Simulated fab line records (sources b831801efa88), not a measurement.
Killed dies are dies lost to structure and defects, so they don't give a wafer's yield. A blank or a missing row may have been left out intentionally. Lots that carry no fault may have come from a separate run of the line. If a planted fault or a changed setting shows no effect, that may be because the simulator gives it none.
Comparing a struck lot with a sound one ; flow gf180mcu ; 31 steps out of a route of 602
Sound: these wafers, L567.1, L567.3, L567.5. Wafers L577.1, L577.2, L577.5 were the ones struck. The cause is given at the end.
At each step with rows: each side's tool, then ch and its chambers, then its first start. Under that, the readings that differ: sound wafers ; struck wafers ; difference of the means ; sigmas: that difference in standard deviations of wafers without a fault.
alike: same words and numbers on both sides, and readings whose means sit less than 2 such deviations apart. not compared: any withheld reading, any reading some wafer has no value for, any bound like >300 that may hide the same value, and any number with overlapping values for which the record gives no deviation.
Wherever a step has rows on one side only, a row that says differs or no value, or a row with sigmas, the two part there. Numbers that don't overlap but have no deviation are shown without sigmas and don't part them. A reading missing from all wafers of one side parts the sides only when that side holds two or more wafers.

first, 1 step without rows for these wafers: GF_HV_LDD_CVD_56 (deposits Si3N4 from DCS/NH3, target thk 90 nm, time 1543 s).
GF_HV_LDD_THK_MEAS_57:
  struck on filmMetro-04, day 18 04:09; sound on filmMetro-03, day 15 00:39
  alike: HV_LDD_CVD_56_THK
GF_HV_LDD_ETCHBACK_58: etches Si3N4 in CH3F/O2, stops on SiO2, time 100 s, target depth 90 nm.
  sound on rieDiel-02 ch 1,2,3, day 15 00:43; struck on rieDiel-02 ch 2,3, day 18 04:13
reading;sound;struck;difference;sigmas
oesProductAu (a.u.);0.836 0.836 0.837;0.842 0.853 0.854;+0.013;+2
  alike: O2_flow_sccm, drypumpMotorCurrentA, throttleValvePct
  not compared: rfHoursCounterH
then, 7 steps without rows for these wafers: GF_NSD_DEHYDRATE_00 (time 60 s); GF_NSD_HMDS_01 (prime time 60 s); GF_NSD_COAT_02 (resist thk 1000 nm); GF_NSD_SOFTBAKE_03 (time 60 s); GF_NSD_EXPOSE_04 (exposes mask Nplus, target cd 400 nm); GF_NSD_PEB_05; GF_NSD_DEVELOP_06 (develop time 60 s).
GF_NSD_CD_MEAS_07: the cd target is 400 nm.
  struck on cdSem-02, day 19 03:58; sound on cdSem-01, day 15 22:07
reading;sound;struck;difference;sigmas
cdNm (nm);398.0 396.4 396.1;403.2 402.2 401.1;+5.3;+2
GF_NSD_OVL_MEAS_08:
  struck on overlay-01, day 19 04:05; sound on overlay-02, day 15 22:14
  alike: NSD_OVL
GF_NSD_IMPLANT_09:
  sound on implanter-02 ch 0, day 15 22:16; struck on implanter-03, day 19 04:07
  no value came back on the struck wafers for beamEnergyKeV, beamOnS (s); on the sound wafers beamEnergyKeV reads 60.004 59.986 60.015
next, for these wafers, 1 step has no rows: GF_NSD_IMPLANT_10.
GF_NSD_STRIP_11: strips in O2/N2.
  sound on plasmaAsher-04 ch 0,1, day 15 22:34; struck on plasmaAsher-04 ch 0,1, day 19 04:25
reading;sound;struck;difference;sigmas
oesProductAu (a.u.);0.489 0.480 0.481;0.710 0.709 0.708;+0.226;+49
stripTimeToEndpointS (s);22.98 23.00 23.00;12.78 12.82 12.80;-10.19;-99 or more
  alike: drypumpMotorCurrentA, heaterPowerW
  not compared: rfHoursCounterH
GF_NSD_TW_MEAS_12:
  struck on filmMetro-02, day 19 04:31; sound on filmMetro-01, day 15 22:40
reading;sound;struck;difference;sigmas
NSD_TW;4165 4152 4163;3033 3035 3028;-1128;-22
then, 7 steps without rows for these wafers: GF_PSD_DEHYDRATE_00 (time 60 s); GF_PSD_HMDS_01 (prime time 60 s); GF_PSD_COAT_02 (resist thk 1000 nm); GF_PSD_SOFTBAKE_03 (time 60 s); GF_PSD_EXPOSE_04 (exposes mask Pplus, target cd 400 nm); GF_PSD_PEB_05; GF_PSD_DEVELOP_06 (develop time 60 s).
GF_PSD_CD_MEAS_07: the cd target is 400 nm.
  struck on cdSem-02, day 20 04:40; sound on cdSem-01, day 16 20:16
  alike: cdNm
GF_PSD_OVL_MEAS_08:
  struck on overlay-02, day 20 04:47; sound on overlay-02, day 16 20:23
  alike: PSD_OVL
next, for these wafers, 1 step has no rows: GF_PSD_IMPLANT_09.
GF_PSD_STRIP_10: strips in O2/N2.
  sound on plasmaAsher-02 ch 0,1, day 16 20:34; struck on plasmaAsher-02 ch 0,1, day 20 04:58
  alike: drypumpMotorCurrentA, heaterPowerW, oesProductAu, stripTimeToEndpointS
  not compared: rfHoursCounterH
GF_PSD_TW_MEAS_11:
  struck on filmMetro-04, day 20 05:04; sound on filmMetro-04, day 16 20:40
  alike: PSD_TW
then, 1 step without rows for these wafers: GF_PSD_CLEAN_12 (cleans in SC1/SC2, time 150 s).
GF_PSD_RTA_13: time 20 s.
  sound on rtpAnneal-02 ch 0, day 16 20:46; struck on rtpAnneal-02 ch 0, day 20 05:11
  alike: annealTempCMax, chamberO2Ppm, lampPowerPct, wafer_temp_C_max
GF_PSD_RS_MEAS_14: a four-point-probe measurement.
  struck on filmMetro-02, day 20 05:16; sound on filmMetro-02, day 16 20:52
reading;sound;struck;difference;sigmas
NSD_RS (ohm/sq);46.12 46.13 46.13;138.00 138.43 138.31;+92.12;+99 or more

WHERE THEY PART
First at GF_HV_LDD_ETCHBACK_58; last, within this record, at GF_PSD_RS_MEAS_14.

WHY: what the simulator had put in
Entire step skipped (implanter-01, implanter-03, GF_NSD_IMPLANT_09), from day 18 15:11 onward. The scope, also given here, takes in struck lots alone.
